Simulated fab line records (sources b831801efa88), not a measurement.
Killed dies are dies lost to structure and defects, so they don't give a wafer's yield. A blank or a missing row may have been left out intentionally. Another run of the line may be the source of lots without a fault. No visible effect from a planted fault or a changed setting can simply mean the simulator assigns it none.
8D (eight disciplines) problem report, filled in by code / flow sky130 / the parts of the form that need people (team, actions taken, sign-off) are left out

## 1. THE PROBLEM
Mean PASSIVATION_CVD_02_THK at SKY_PASSIVATION_THK_MEAS_03: 596 nm over 2 wafers in 2 lots; fault-free wafers: 539 nm, standard deviation 8.1. That puts it +7.1 standard deviations away from the usual mean.
First observed at day 49 14:43: wafer L938.6, on film metro-04. Wafers with a number at this step in the record: 36, from 12 lots. By rule, "out" or "out of limits" means more than 4 standard deviations away from the usual mean. Any other wafer with a number is counted as sound.

## 2. WHAT IT IS AND WHAT IT IS NOT
question=which readings at this step | is=PASSIVATION_CVD_02_THK | is not=-
question=which lots | is=L938, L939 | is not=L920, L921, L924, L925, L926, L928, L929, L930, L931, L934
question=which wafers of those lots | is=L938.6, L939.4 | is not=L938.1, L938.4, L939.1, L939.6
question=read on which gauges | is=film metro-03, film metro-04 | is not=film metro-01
question=when | is=from day 49 14:43 | is not=up to then (32 sound wafers); but 2 sound wafers of L939 came after

## 3. WHAT RULES OUT EACH SUSPECT
Counting: a tool at a process step up to the reading stays a suspect if it ran every lot that is out. Sound lots after the first of them don't rule it out here, since some wafers of a struck lot are sound.
- the gauge at SKY_PASSIVATION_THK_MEAS_03: ruled out. Those wafers that are out were read across 2 gauges (film metro-03, film metro-04).
- pvd sputter-03 at SKY_METAL5_SPUTTER_00 (material Ti, target thk 15 nm, time 10 s): kept. Ran every lot that is out, first one L938 (day 48 18:15); last sound lot up to then L934 (day 47 19:21).
- pecvd-02 at SKY_PASSIVATION_CVD_02 (deposits Si3N4, target thk 540 nm): kept. Ran every lot that is out, first one L938 (day 49 14:29); last sound lot up to then L934 (day 48 16:17).
- pecvd-02, SKY_PASSIVATION_CVD_02: wafers that are out in chamber 0, sound lot-mates in chambers 1, 2.
Left after counting: pvd sputter-03 at SKY_METAL5_SPUTTER_00, pecvd-02 at SKY_PASSIVATION_CVD_02.

## 4. THE CAUSE (what the simulator had put in)
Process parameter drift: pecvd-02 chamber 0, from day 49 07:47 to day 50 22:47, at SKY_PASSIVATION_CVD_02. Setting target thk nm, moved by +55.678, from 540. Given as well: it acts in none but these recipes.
Of the 2 suspects that counting leaves, this tool is one.

## 5. THE CHAIN OF EFFECTS, in route order
One row per reading whose mean, taken over the struck wafers that have a number, lies over 3 standard deviations from the usual. Only readings for which the record gives a usual standard deviation are gone through. hours: the time from each lot's start at the first step in this table that gives one to its start at this step, as a median over the lots. sigmas: the change in usual standard deviations.
hours=0; step=SKY_PASSIVATION_THK_MEAS_03; reading=PASSIVATION_CVD_02_THK; usual=539 nm; on struck wafers=596; change=+58; sigmas=+7.1

## 6. WHAT WOULD HAVE CAUGHT IT SOONER
The first out-of-limits reading at a measuring or inspecting step in this record came at day 49 14:43, 7 hours after the fault's start at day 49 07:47.
An alarm limit of 4 standard deviations would not have fired on the tool readings at SKY_PASSIVATION_CVD_02 for which the record gives a usual standard deviation, since none of them was out on any struck wafer.
Lots out: 2; of these, L939 started SKY_PASSIVATION_CVD_02 on pecvd-02 after day 49 14:43. Putting the tool on hold at that point would have spared it.
